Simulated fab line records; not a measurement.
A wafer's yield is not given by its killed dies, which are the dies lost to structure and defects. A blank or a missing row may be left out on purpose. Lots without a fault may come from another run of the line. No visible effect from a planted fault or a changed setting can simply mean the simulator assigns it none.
Split-lot study | flow sfqLine | 5 lots, 23 wafers read, on a route of 325 steps

## SPLIT DETAILS
At SFQ_TRILAYER_I1_CMP_CMP_046 (polishes SiO2), the setting leaveAboveRefNm was moved away from the recipe's 200 nm on 7 of the 23 wafers read, by -6.3% to +3.5%. For the rest of the wafers, this setting stayed at what the recipe calls for.

## FROM THE SPLIT TO THE READING: what the file shows between them, 2 steps
- SFQ_TRILAYER_I1_METRO_MEASURE_047
- SFQ_TRILAYER_I1_VIA_LITHO_COAT_049: resist thk 650 nm (also split here: resistThkNm)

## THE READING
oesProductAu, in a.u., at SFQ_TRILAYER_I1_VIA_ETCH_VIA_ETCH_052 (etches SiO2 in CHF3, stops on Nb, target depth 260 nm). Fault-free wafers of this fab line usually give 0.854 a.u., standard deviation 0.0054 a.u.

wafer  | tool, chamber at the split | leaveAboveRefNm as run, nm | against the recipe | oesProductAu, a.u. | against lot-mates on the recipe
L074.1 | cmp-02, 1                  | 200                        | recipe             | 0.848              | -
L074.2 | cmp-02, 0                  | 200                        | recipe             | 0.845              | -
L074.4 | cmp-02, 2                  | 189.6                      | -5.2%              | 0.825              | -0.023
L074.5 | cmp-02, 3                  | 200                        | recipe             | 0.851              | -
L074.6 | cmp-02, 0                  | 189.6                      | -5.2%              | 0.823              | -0.025
L075.1 | cmp-02, 0                  | 207.1                      | +3.5%              | 0.866              | +0.012
L075.2 | cmp-02, 2                  | 200                        | recipe             | 0.850              | -
L075.3 | cmp-02, 3                  | 200                        | recipe             | 0.861              | -
L075.4 | cmp-02, 1                  | 207.1                      | +3.5%              | 0.867              | +0.013
L075.6 | cmp-02, 0                  | 200                        | recipe             | 0.852              | -
L080.1 | cmp-01, 1                  | 187.3                      | -6.3%              | 0.831              | -0.026
L080.2 | cmp-01, 2                  | 200                        | recipe             | 0.856              | -
L080.4 | cmp-01, 3                  | 187.3                      | -6.3%              | 0.818              | -0.039
L080.5 | cmp-01, 1                  | 200                        | recipe             | 0.857              | -
L080.6 | cmp-01, 2                  | 187.3                      | -6.3%              | 0.830              | -0.027
L083.3 | cmp-01, 2                  | 200                        | recipe             | 0.855              | -
L083.4 | cmp-01, 3                  | 200                        | recipe             | 0.845              | -
L083.6 | cmp-01, 2                  | 200                        | recipe             | 0.860              | -
L085.2 | cmp-01, 3                  | 200                        | recipe             | 0.846              | -
L085.3 | cmp-01, 0                  | 200                        | recipe             | 0.847              | -
L085.4 | cmp-01, 1                  | 200                        | recipe             | 0.859              | -
L085.5 | cmp-01, 3                  | 200                        | recipe             | 0.850              | -
L085.6 | cmp-01, 0                  | 200                        | recipe             | 0.860              | -

FIT RESULTS
A straight line over all 23 wafers: oesProductAu changes by +0.00443 a.u. for each +1% of leaveAboveRefNm; r = +0.92; the points scatter about the line by 0.0056 a.u.
The same after taking each lot's own level away (the mean of its wafers on the recipe; 23 wafers): +0.00448 a.u. for each +1%; r = +0.93; scatter 0.005 a.u.
On that fit, the largest move of leaveAboveRefNm shifts the reading by 0.028 a.u.
From 0.8480 to 0.8565 a.u.: that is the span of the lots' own levels, equal to 1.6 times the standard deviation above.
Consequently the slope shifts little with the lot-to-lot level, the two slopes agreeing.
Check: with one of the wafers moved furthest among these (-6.3%) left out of the fit, the line predicts -0.03 a.u. for it against its lot-mates. Against them it came out at -0.0255 a.u.

## ADDITIONAL SPLITS CARRIED BY THESE WAFERS
Other splits were also applied to these wafers ahead of the reading. Each is held against what the fit with the lots' levels taken away leaves over:
other split on the same wafers                 | wafers away from the commonest value | r with oesProductAu (lot level and that fit taken away)
SFQ_TRILAYER_M1_LITHO_PEB_042 pebTimeS         | 6                                    | -0.05
SFQ_TRILAYER_I1_VIA_LITHO_COAT_049 resistThkNm | 9                                    | -0.07

## THE WHOLE CHAIN: every reading that the file lists as answering this split, in the file's order
step                                  | what it does                                          | reading                                                                                  | change (the file's fit)                   | r (the file's)
SFQ_TRILAYER_I1_CMP_CMP_046           | polishes SiO2                                         | SiO2_of_TRILAYER_I1_DEP_PECVD_045.thkNm (the simulator's own value, which no gauge read) | +1.97 nm for each +1% of the setting      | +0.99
SFQ_TRILAYER_I1_METRO_MEASURE_047     |                                                       | thkNm                                                                                    | +1.97 nm for each +1% of the setting      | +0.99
SFQ_TRILAYER_I1_VIA_ETCH_VIA_ETCH_052 | etches SiO2 in CHF3, stops on Nb, target depth 260 nm | oesProductAu                                                                             | +0.00455 a.u. for each +1% of the setting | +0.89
SFQ_TRILAYER_I1_VIA_ETCH_VIA_ETCH_052 | etches SiO2 in CHF3, stops on Nb, target depth 260 nm | I1.featureDepthNm (the simulator's own value, which no gauge read)                       | +1.97 nm for each +1% of the setting      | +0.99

## FILE'S OWN FIT
oesProductAu changes by +0.00455 a.u. for each +1% of leaveAboveRefNm, r = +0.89.
